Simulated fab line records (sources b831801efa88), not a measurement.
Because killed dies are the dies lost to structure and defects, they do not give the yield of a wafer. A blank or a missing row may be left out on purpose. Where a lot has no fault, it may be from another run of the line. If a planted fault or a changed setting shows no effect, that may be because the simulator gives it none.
fab line records	flow sfqLine
record lots=13	wafers=39	lastDay=92
route steps=325 shown I0@46 I2@104 M4@150 I6@276
lots untouched by any fault: they come from a run of this same line in which no faults occurred
startH: hours from the record's opening day to when the first of the lot's shown wafers began	waitH: hours from the lot's prior step to this one	" as in the row above	L1.1+2: a row that stands for several wafers	- no value, or no start was given	* or withheld: withheld	< > ~ a bound
route shown NAME@n: names a module that has steps shown in the file, with the first one's number in the route	usual: mean/standard deviation of fault-free wafers	same: alike in all rows	chamber/n: place in a boat	sites: per-site readings	_std_site: standard deviation of those values	_edge_site: inner sites' mean taken away from outer sites' mean	radiusMm: for every site, how far away it sits from the centre of the wafer	mask NAME#n: copy n	behind: the most recent tool/chamber to have shaped the wafer	hold: cause of the lot's hold/its duration in hours/its outcome	device: which transistor (n, p or np) failed to switch	end of line: tests of these same wafers at the route's end	a step given without rows: its recipe and nothing more	killed: dies lost to structure and defects at the first sort, not the wafer's yield	map: dies across one wafer; x = killed, . = not, _ = none there
set.NAME: the run value of the setting; set.NAME@STEP: its run value at that earlier step	model.NAME: the simulator's own value behind a step, which no gauge read
a sample of lots followed through the steps of the route, with each step as a table and each wafer as a row
services: the hour from which a tool's chamber was out of use, counted from the record's first day as startH (under 0 if before that day), plus the number of hours and why
## steps
# step SFQ_TRILAYER_I0_METRO_MEASURE_029
# usual thkNm=199.7/0.93
lot.wafer	tool	chamber	startH	waitH	thkNm
L967.3	filmMetro-01	-	267.29	0.5	199.8
L967.5	"	-	"	"	199.5
L967.6	"	-	"	"	200.7
L968.3	filmMetro-04	-	270.29	0.5	198.9
L968.4	"	-	"	"	200.2
L968.5	"	-	"	"	199.9
L971.1	filmMetro-03	-	289.19	0.1	199.2
L971.4	"	-	"	"	200.7
L971.6	"	-	"	"	198.6
L972.2	filmMetro-03	-	307.73	0.3	199.8
L972.3	"	-	"	"	200.0
L972.4	"	-	"	"	200.5
L974.3	filmMetro-04	-	336.50	0.5	199.9
L974.5	"	-	"	"	201.2
L974.6	"	-	"	"	199.1
L977.1	filmMetro-01	-	369.81	0.1	199.6
L977.2	"	-	"	"	200.7
L977.4	"	-	"	"	199.4
L984.1	filmMetro-04	-	421.53	0.1	199.5
L984.3	"	-	"	"	198.3
L984.6	"	-	"	"	200.2
L985.2	filmMetro-03	-	432.69	0.3	200.7
L985.3	"	-	"	"	201.1
L985.5	"	-	"	"	200.8
L986.2	filmMetro-01	-	439.44	0.3	199.1
L986.4	"	-	"	"	198.6
L986.5	"	-	"	"	199.6
L987.1	filmMetro-01	-	454.58	0.1	202.2
L987.4	"	-	"	"	200.9
L987.6	"	-	"	"	201.2
L988.3	filmMetro-03	-	473.29	0.5	198.6
L988.5	"	-	"	"	199.5
L988.6	"	-	"	"	199.5
L989.1	filmMetro-01	-	478.89	0.1	198.1
L989.2	"	-	"	"	198.0
L989.6	"	-	"	"	199.4
L990.1	filmMetro-03	-	491.87	0.1	199.4
L990.3	"	-	"	"	199.4
L990.5	"	-	"	"	199.4
# step SFQ_TRILAYER_I2_CMP_CMP_064
# recipe material=SiO2	downForcePsi=3	platenRpm=60	padVelocityMS=0.94248
# usual edgeZonePressureFrac=0.999/0.0043	motorCurrentA=10.8/0.7	retainingRingPressureFrac=1.000/0.0049	timeToEndpointS=217/7.5
lot.wafer	tool	chamber	startH	waitH	edgeZonePressureFrac	motorCurrentA	retainingRingPressureFrac	timeToEndpointS
L967.3	cmp-01	3	864.17	0.0	1.001	10.4	0.999	215
L967.5	"	3	866.17	2.0	0.998	10.4	1.001	223
L967.6	"	0	"	"	0.994	11.0	1.004	216
L968.4	cmp-02	2	877.39	3.5	1.002	10.0	1.004	223
L968.3	"	3	"	"	1.001	10.9	1.000	214
L968.5	"	2	879.39	5.5	0.994	10.8	1.002	223
L971.1	cmp-02	1	904.89	1.3	0.996	11.2	1.003	223
L971.4	"	2	"	"	1.000	10.2	0.994	227
L971.6	"	3	"	"	1.005	11.2	0.998	228
L972.3	cmp-01	3	906.52	2.5	0.996	10.0	1.005	216
L972.4	"	0	"	"	0.995	10.9	0.991	216
L972.2	"	2	908.02	4.0	0.995	11.5	0.997	217
L974.3	cmp-02	0	945.98	2.2	0.996	11.7	1.001	216
L974.5	"	1	"	"	0.996	11.3	0.989	218
L974.6	"	2	"	"	0.998	10.1	1.008	218
L977.1	cmp-02	0	990.47	3.2	0.998	11.2	1.002	202
L977.4	"	1	"	"	0.996	10.8	0.993	231
L977.2	"	2	"	"	1.001	10.0	0.998	215
L984.3	cmp-01	3	1048.28	0.4	1.002	9.8	1.006	217
L984.1	"	0	"	"	0.997	12.1	0.995	220
L984.6	"	3	1050.28	2.4	0.997	10.4	1.011	222
L985.2	cmp-01	2	1053.18	0.5	0.993	11.3	0.993	212
L985.3	"	3	"	"	0.996	10.5	0.996	213
L985.5	"	2	1055.18	2.5	0.996	10.9	0.999	205
L986.4	cmp-02	1	1069.40	0.0	1.002	11.3	1.004	226
L986.2	"	2	"	"	0.999	9.7	1.005	210
L986.5	"	2	1071.90	2.5	1.000	10.1	0.997	217
L987.1	cmp-01	2	1077.17	0.0	0.995	10.9	1.001	203
L987.4	"	1	1078.67	1.5	1.006	9.0	1.001	217
L987.6	"	2	"	"	0.995	11.1	1.002	209
L988.3	cmp-02	0	1086.07	0.5	1.000	10.8	0.995	219
L988.5	"	3	1087.57	2.0	1.001	11.1	0.998	223
L988.6	"	0	"	"	0.996	10.9	1.005	224
L989.1	cmp-01	0	1089.77	0.6	0.995	11.7	1.001	200
L989.2	"	2	1090.77	1.6	0.997	11.3	0.998	202
L989.6	"	1	1092.27	3.1	1.000	9.0	0.995	199
L990.1	cmp-02	2	1096.41	0.1	1.008	10.7	1.000	218
L990.3	"	0	1097.41	1.0	1.006	10.9	0.993	219
L990.5	"	2	1098.41	2.0	0.995	10.4	0.990	215
# step SFQ_TRILAYER_I2_METRO_MEASURE_065
# usual thkNm=200.4/0.89
lot.wafer	tool	chamber	startH	waitH	thkNm
L967.3	filmMetro-01	-	867.69	0.5	201.8
L967.5	"	-	"	"	201.6
L967.6	"	-	"	"	201.5
L968.3	filmMetro-04	-	880.41	0.5	201.4
L968.4	"	-	"	"	200.0
L968.5	"	-	"	"	200.2
L971.1	filmMetro-01	-	907.01	0.1	200.3
L971.4	"	-	"	"	199.2
L971.6	"	-	"	"	200.5
L972.2	filmMetro-03	-	909.84	0.3	200.3
L972.3	"	-	"	"	201.6
L972.4	"	-	"	"	201.5
L974.3	filmMetro-01	-	948.00	0.5	201.3
L974.5	"	-	"	"	202.0
L974.6	"	-	"	"	200.8
L977.1	filmMetro-01	-	993.09	0.1	218.2
L977.2	"	-	"	"	198.8
L977.4	"	-	"	"	199.1
L984.1	filmMetro-01	-	1051.40	0.1	199.2
L984.3	"	-	"	"	198.8
L984.6	"	-	"	"	200.3
L985.2	filmMetro-01	-	1056.00	0.3	199.5
L985.3	"	-	"	"	200.4
L985.5	"	-	"	"	201.6
L986.2	filmMetro-01	-	1072.72	0.3	199.5
L986.4	"	-	"	"	200.6
L986.5	"	-	"	"	201.3
L987.1	filmMetro-04	-	1080.29	0.1	199.5
L987.4	"	-	"	"	199.4
L987.6	"	-	"	"	198.8
L988.3	filmMetro-04	-	1089.09	0.5	199.4
L988.5	"	-	"	"	200.1
L988.6	"	-	"	"	200.8
L989.1	filmMetro-03	-	1092.89	0.1	200.9
L989.2	"	-	"	"	201.0
L989.6	"	-	"	"	200.3
L990.1	filmMetro-01	-	1099.53	0.1	200.2
L990.3	"	-	"	"	201.0
L990.5	"	-	"	"	200.2
# step SFQ_TRILAYER_I2_VIA_ETCH_VIA_ETCH_070
# recipe target=SiO2	stopOn=Nb	maskMaterial=PR	taperDeg=20	chemistry=CHF3	targetDepthNm=260	sourceW=500	biasW=80	pressureMtorr=30	timeS=withheld
# usual chamberPressureMTorr=29.998/0.026	drypumpMotorCurrentA=5.9/0.45	oesProductAu=0.855/0.0047
lot.wafer	tool	chamber	startH	waitH	chamberPressureMTorr	drypumpMotorCurrentA	oesProductAu
L967.3	rieDiel-04	0	870.81	0.0	29.994	5.8	0.859
L967.5	"	1	"	"	29.996	6.1	0.856
L967.6	"	2	"	"	30.021	5.1	0.857
L968.3	rieDiel-02	2	883.66	0.0	29.979	6.0	0.862
L968.4	"	0	"	"	29.998	5.6	0.861
L968.5	"	3	"	"	30.015	5.2	0.853
L971.1	rieDiel-04	1	910.54	0.0	30.024	6.1	0.859
L971.4	"	3	"	"	29.969	6.1	0.856
L971.6	"	0	"	"	30.042	5.8	0.847
L972.2	rieDiel-01	3	913.73	0.0	29.996	6.3	0.848
L972.3	"	1	"	"	29.986	6.7	0.856
L972.4	"	2	"	"	30.016	5.9	0.864
L974.3	rieDiel-01	3	951.18	0.0	29.977	6.3	0.858
L974.5	"	1	"	"	30.031	6.7	0.859
L974.6	"	2	"	"	29.938	5.9	0.851
L977.1	rieDiel-04	3	998.70	0.0	29.977	6.1	0.898
L977.2	"	2	"	"	30.011	5.1	0.851
L977.4	"	1	"	"	30.014	6.0	0.847
L984.1	rieDiel-01	2	1054.93	0.0	30.014	5.9	0.845
L984.3	"	0	"	"	29.989	5.5	0.847
L984.6	"	0	"	"	30.009	5.5	0.850
L985.2	rieDiel-01	3	1059.33	0.0	29.996	6.4	0.852
L985.3	"	0	"	"	29.965	5.6	0.845
L985.5	"	2	"	"	29.959	5.9	0.858
L986.2	rieDiel-01	0	1088.81	0.0	30.001	5.5	0.846
L986.4	"	3	"	"	29.989	6.4	0.862
L986.5	"	2	"	"	29.985	5.9	0.852
L987.1	rieDiel-04	3	1096.01	0.0	30.017	6.0	0.856
L987.4	"	1	"	"	30.001	6.0	0.855
L987.6	"	3	"	"	29.978	6.1	0.855
L988.3	rieDiel-02	2	1105.16	0.0	29.974	6.0	0.858
L988.5	"	2	"	"	30.022	6.0	0.855
L988.6	"	1	"	"	30.013	4.9	0.854
L989.1	rieDiel-01	1	1106.36	0.0	29.970	6.7	0.858
L989.2	"	0	"	"	29.999	5.6	0.856
L989.6	"	2	"	"	30.007	5.9	0.854
L990.1	rieDiel-04	1	1107.56	0.0	29.973	6.1	0.856
L990.3	"	3	"	"	30.005	6.1	0.856
L990.5	"	3	"	"	29.997	6.1	0.852
# step SFQ_M4_RS_MEAS_924
# recipe thkMeasGauge=four-point-probe	reads=Nb_of_TRILAYER_M4_DEP_SPUTTER_091
# usual M4_NB_RS=0.891/0.0087
lot.wafer	tool	chamber	startH	waitH	M4_NB_RS[ohm/sq]
L967.3	filmMetro-02	-	1158.40	0.1	0.891
L967.5	"	-	"	"	0.884
L967.6	"	-	"	"	0.896
L968.3	filmMetro-03	-	1170.40	0.1	0.896
L968.4	"	-	"	"	0.888
L968.5	"	-	"	"	0.882
L971.1	filmMetro-01	-	1190.76	0.0	0.904
L971.4	"	-	"	"	0.905
L971.6	"	-	"	"	0.920
L972.2	filmMetro-01	-	1193.18	0.1	0.895
L972.3	"	-	"	"	0.886
L972.4	"	-	"	"	0.896
L974.3	filmMetro-02	-	1205.20	0.1	0.886
L974.5	"	-	"	"	0.884
L974.6	"	-	"	"	0.874
L977.1	filmMetro-02	-	1263.96	0.0	0.893
L977.2	"	-	"	"	0.891
L977.4	"	-	"	"	0.885
L984.1	filmMetro-02	-	1328.28	0.0	0.894
L984.3	"	-	"	"	0.892
L984.6	"	-	"	"	0.883
L985.2	filmMetro-02	-	1331.98	0.1	0.893
L985.3	"	-	"	"	0.901
L985.5	"	-	"	"	0.894
L986.2	filmMetro-02	-	1345.10	0.1	0.895
L986.4	"	-	"	"	0.897
L986.5	"	-	"	"	0.903
L987.1	filmMetro-02	-	1349.88	0.0	0.892
L987.4	"	-	"	"	0.893
L987.6	"	-	"	"	0.896
L988.3	filmMetro-02	-	1351.14	0.1	0.885
L988.5	"	-	"	"	0.884
L988.6	"	-	"	"	0.891
L989.1	filmMetro-02	-	1352.28	0.0	0.880
L989.2	"	-	"	"	0.873
L989.6	"	-	"	"	0.880
L990.1	filmMetro-02	-	1353.48	0.0	0.898
L990.3	"	-	"	"	0.900
L990.5	"	-	"	"	0.901
# step SFQ_I6_OVL_MEAS_942
# usual I6_OVL=3/6.5
lot.wafer	tool	chamber	startH	waitH	I6_OVL[nm]
L967.3	overlay-01	-	1862.58	0.1	16
L967.5	"	-	"	"	9
L967.6	"	-	"	"	8
L968.3	overlay-01	-	1863.91	0.1	4
L968.4	"	-	"	"	4
L968.5	"	-	"	"	6
L971.1	overlay-01	-	1975.16	0.1	-12
L971.4	"	-	"	"	-11
L971.6	"	-	"	"	-10
L972.2	overlay-02	-	1976.37	0.1	11
L972.3	"	-	"	"	4
L972.4	"	-	"	"	11
L974.3	overlay-01	-	1981.17	0.1	3
L974.5	"	-	"	"	3
L974.6	"	-	"	"	7
L977.1	overlay-02	-	1985.96	0.1	3
L977.2	"	-	"	"	5
L977.4	"	-	"	"	8
L984.1	overlay-02	-	2071.49	0.1	7
L984.3	"	-	"	"	1
L984.6	"	-	"	"	2
L985.2	overlay-02	-	2091.89	0.1	2
L985.3	"	-	"	"	-1
L985.5	"	-	"	"	-3
L986.2	overlay-02	-	2101.49	0.1	-4
L986.4	"	-	"	"	1
L986.5	"	-	"	"	-4
L987.1	overlay-01	-	2107.41	0.1	16
L987.4	"	-	"	"	7
L987.6	"	-	"	"	5
L988.3	overlay-01	-	2109.82	0.1	-3
L988.5	"	-	"	"	5
L988.6	"	-	"	"	-5
L989.1	overlay-01	-	2111.01	0.1	-4
L989.2	"	-	"	"	3
L989.6	"	-	"	"	-1
L990.1	overlay-01	-	2112.21	0.1	9
L990.3	"	-	"	"	4
L990.5	"	-	"	"	5
## services
tool	chamber	startH	hours	kind
filmMetro-01	-	264.17	2.0	pm
filmMetro-03	-	267.46	1.5	pm
cmp-02	-	295.16	3.1	pm
cmp-02	-	297.23	1.9	repair
cmp-02	-	297.70	1.6	repair
cmp-02	-	305.35	2.3	repair
cmp-02	-	308.23	0.8	repair
filmMetro-01	-	329.48	0.6	pm
filmMetro-01	-	341.70	0.5	pm
filmMetro-03	-	395.03	1.6	pm
filmMetro-03	-	398.19	0.5	pm
filmMetro-01	-	401.67	13.9	repair
filmMetro-01	-	509.17	2.0	pm
filmMetro-01	-	574.48	0.4	pm
filmMetro-01	-	586.70	2.1	pm
filmMetro-01	-	753.26	1.0	pm
filmMetro-01	-	754.24	0.3	pm
filmMetro-01	-	819.48	0.3	pm
filmMetro-01	-	831.70	0.6	pm
filmMetro-01	-	908.64	3.2	repair
filmMetro-01	-	974.18	10.6	repair
filmMetro-01	-	999.17	1.9	pm
filmMetro-01	-	1064.48	0.5	pm
filmMetro-01	-	1076.70	1.5	pm
## key
firstSign step=SFQ_TRILAYER_I2_METRO_MEASURE_065	reading=thkNm	direction=up	sigmas=20	usual=200.4	struck=218.2
effect step=SFQ_TRILAYER_I2_VIA_ETCH_VIA_ETCH_070	reading=oesProductAu	direction=up	sigmas=9.2	usual=0.855	struck=0.898
metAt SFQ_TRILAYER_I2_CMP_CMP_064
struckLots L977
struckWafers L977.1
notActingAt SFQ_TRILAYER_I0_METRO_MEASURE_029,SFQ_M4_RS_MEAS_924,SFQ_I6_OVL_MEAS_942
onsetBetween 945.98 990.47
fault kind=processParameterDrift	tool=cmp-02	chamber=0	onsetH=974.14	steps=SFQ_TRILAYER_I2_CMP_CMP_064	channel=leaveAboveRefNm	offset=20	shape=step	endH=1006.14	actsIn=theseRecipesOnly	stated=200
